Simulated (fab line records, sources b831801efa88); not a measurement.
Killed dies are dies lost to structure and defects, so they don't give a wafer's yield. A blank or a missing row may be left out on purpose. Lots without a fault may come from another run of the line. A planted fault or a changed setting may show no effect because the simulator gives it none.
A struck lot beside a sound one | flow sfq_line | 27 steps out of a route of 325
Sound: wafers L227.1, L227.3, L227.4. Struck: wafers L231.3, L231.5, L231.6. The cause comes at the end.
At each step with rows: each side's tool, then ch and its chambers, then its first start. Under that, the readings that differ: sound wafers | struck wafers | difference of the means | sigmas: that difference in standard deviations of wafers without a fault.
alike: readings whose means differ by less than 2 such deviations, and words and numbers that are the same on both sides. not compared: withheld readings, readings that some wafer has no value for, bounds like >300 that may hide the same value, and numbers for which the record gives no deviation and whose values overlap.
The two part at a step that has a row with sigmas, a row that says differs or no value, or rows on one side only. Numbers that don't overlap but have no deviation are shown without sigmas and don't part them. A reading that every wafer of one side lacks parts them only if that side has two wafers or more.

first, 1 step without rows for these wafers: SFQ_TRILAYER_M4_STRIP_SOLV_CLEAN_098 (cleans in NMP, time 600 s).
SFQ_TRILAYER_I4_DEP_PECVD_099: deposits SiO2 from SiH4/N2O, time 111.11 s, target thk 500 nm.
  sound on pecvd-03 ch 0,1, day 34 17:31; struck on pecvd-03 ch 1,2, day 36 22:50
  alike: heater_power_w, rf_fwd_power_W, throttle_valve_pct
then, 1 step without rows for these wafers: SFQ_TRILAYER_I4_CMP_CMP_100 (polishes SiO2).
SFQ_I4_BOW_MEAS_927:
  sound on film_metro-04, day 35 00:58; struck on film_metro-01, day 37 07:36
  alike: I4_BOW
then, 7 steps without rows for these wafers: SFQ_TRILAYER_I4_METRO_MEASURE_101; SFQ_TRILAYER_I4_VIA_LITHO_COAT_108 (resist thk 62 nm); SFQ_TRILAYER_I4_VIA_LITHO_COAT_103 (resist thk 650 nm); SFQ_TRILAYER_I4_VIA_LITHO_SOFTBAKE_107; SFQ_TRILAYER_I4_VIA_LITHO_EXPOSE_104 (exposes mask I4, target cd 700 nm); SFQ_TRILAYER_I4_VIA_LITHO_PEB_106 (peb time 60 s); SFQ_TRILAYER_I4_VIA_LITHO_DEVELOP_105 (time 60 s).
-- the record jumps here: 6 days lie between the struck wafers' starts before and after --
SFQ_I4_OVL_MEAS_928:
  sound on overlay-02, day 41 09:39; struck on overlay-02, day 43 15:30
  alike: I4_OVL
SFQ_TRILAYER_I4_VIA_BARC_OPEN_VIA_ETCH_146: etches BARC in O2, target depth 125 nm, time 41.7 s.
  sound on rie_diel-01 ch 0,1,2, day 41 09:41; struck on rie_diel-01 ch 0,2, day 43 15:32
  no value came back on the struck wafers for any of 6 readings (bias_w (W), chamber_pressure_mTorr (mTorr) and others); on the sound wafers bias_w (W) reads 80.25 80.06 79.85
  reading                                                 | sound             | struck            | difference | sigmas
  model.KrF_of_TRILAYER_I4_VIA_LITHO_COAT_103.thk_nm (nm) | 575.2 576.2 575.4 | 628.5 628.2 626.6 | +52.2      |
SFQ_TRILAYER_I4_VIA_ETCH_VIA_ETCH_106: etches SiO2 in CHF3, stops on Nb, target depth 260 nm.
  sound on rie_diel-01 ch 0,1,2, day 41 09:43; struck on rie_diel-01 ch 0,2, day 43 15:38
  reading                                                 | sound             | struck            | difference | sigmas
  oes_product_au (a.u.)                                   | 0.859 0.846 0.851 | 0.383 0.373 0.376 | -0.475     | -95
  model.KrF_of_TRILAYER_I4_VIA_LITHO_COAT_103.thk_nm (nm) | 529.5 531 530.7   | 582.8 582.8 580.5 | +51.6      |
  alike: bias_w, chamber_pressure_mTorr, drypump_motor_current_A, rf_fwd_power_W
SFQ_TRILAYER_I4_VIA_STRIP_STRIP_107: strips in O2.
  sound on rie_metal-02 ch 0,1, day 41 09:50; struck on rie_metal-02 ch 0,1, day 43 15:57
  alike: drypump_motor_current_A, oes_product_au
  not compared: rf_hours_counter_h
then, 2 steps without rows for these wafers: SFQ_TRILAYER_I4_VIA_STRIP_SOLV_CLEAN_108 (cleans in NMP, time 600 s); SFQ_TRILAYER_JJ_TRILAYER_DEP_PRE_CLEAN_113 (time 22.5 s).
SFQ_TRILAYER_JJ_TRILAYER_DEP_SPUTTER_109: material Nb, target thk 150 nm, time 100 s.
  sound on pvd_sputter-04, day 41 10:38; struck on pvd_sputter-04, day 43 16:33
  alike: throttle_valve_pct
SFQ_TRILAYER_JJ_TRILAYER_DEP_SPUTTER_110: material Al, target thk 8 nm, time 10 s.
  sound on pvd_sputter-04, day 41 10:43; struck on pvd_sputter-04, day 43 16:38
  alike: throttle_valve_pct
then, 1 step without rows for these wafers: SFQ_TRILAYER_JJ_TRILAYER_DEP_AL_OXIDATION_111 (oxidation time 600 s).
SFQ_TRILAYER_JJ_TRILAYER_DEP_SPUTTER_112: material Nb, target thk 170 nm, time 110.3 s.
  sound on pvd_sputter-04, day 41 11:44; struck on pvd_sputter-04, day 43 17:39
  alike: throttle_valve_pct
SFQ_JJ_RS_MEAS_929: measures by four-point-probe.
  sound on film_metro-04, day 41 11:49; struck on film_metro-02, day 43 17:46
  alike: JJ_NB_RS
then, 3 steps without rows for these wafers: SFQ_TRILAYER_JJ_CE_LITHO_COAT_119 (resist thk 62 nm); SFQ_TRILAYER_JJ_CE_LITHO_COAT_114 (resist thk 600 nm); SFQ_TRILAYER_JJ_CE_LITHO_SOFTBAKE_118.
-- the record jumps here: 6 days lie between the struck wafers' starts before and after --
SFQ_TRILAYER_JJ_CE_LITHO_EXPOSE_115: exposes mask J5, target cd 700 nm.
  sound on krf_scanner-01 ch 0, day 47 09:11; struck on krf_scanner-01, day 49 14:44
  no value came back on the struck wafers for any of 5 readings (exposure_dose_mJ_cm2, focus_offset_nm (nm) and others); on the sound wafers exposure_dose_mJ_cm2 reads 14.401 14.395 14.411
  alike: mask
then, 1 step without rows for these wafers: SFQ_TRILAYER_JJ_CE_LITHO_PEB_117 (peb time 60 s).

WHERE THEY PART
First at SFQ_TRILAYER_I4_VIA_BARC_OPEN_VIA_ETCH_146; last, within this record, at SFQ_TRILAYER_JJ_CE_LITHO_EXPOSE_115.

WHY: what the simulator had put in
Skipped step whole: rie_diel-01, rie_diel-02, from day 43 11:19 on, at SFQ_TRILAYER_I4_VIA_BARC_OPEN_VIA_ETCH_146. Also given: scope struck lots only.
